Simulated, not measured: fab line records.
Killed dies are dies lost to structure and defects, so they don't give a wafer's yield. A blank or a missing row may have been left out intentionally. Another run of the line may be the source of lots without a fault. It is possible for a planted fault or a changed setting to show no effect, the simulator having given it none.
Matching of chambers	flow gf180mcu	GF_V5_CMP_04 on cmp-02: 4 sister chambers
The step polishes SiO2. 4 wafers are shown with their chamber, then 9 later ones without.

## WAFERS WITH THEIR CHAMBER
wafer	chamber	motor-current-A (A)
L083.4	0	14.3
L085.1	1	14.6
L092.3	3	13.2
L092.5	2	10.8

## WAFERS WHOSE CHAMBER IS MISSING
wafer	motor-current-A (A)
L093.3	13.6
L093.4	12.7
L093.6	15.5
L095.1	13.2
L095.4	14.8
L095.5	11.4
L096.1	12.8
L096.2	14.8
L096.3	11.0

## THE CHAMBER EACH PASSED THROUGH
wafer	from the rows above	in truth
L093.3	can't be placed: 3 or 0 or 1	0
L093.4	3	3
L093.6	can't be placed: 1 or 0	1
L095.1	3	3
L095.4	can't be placed: 1 or 0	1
L095.5	2	2
L096.1	3	3
L096.2	can't be placed: 1 or 0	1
L096.3	2	2
5 of 9 placed correctly. From these rows, 4 cannot be placed; in 4 the true chamber is one of the candidates. Placed wrongly: 0.
How it was worked out, from the rows above alone: a wafer's distance from a chamber is the root of the sum, over the readings, of the square of ((its reading less the chamber's mean) divided by the reading's scatter). The wafer belongs to the nearest chamber; if the next one is less than 2 further off, it can't be placed. The mean given for a chamber averages the wafers shown for that chamber. The scatter: with one shown wafer a chamber, the root of the mean of the squares of how far each hidden wafer lies from its nearest shown one.
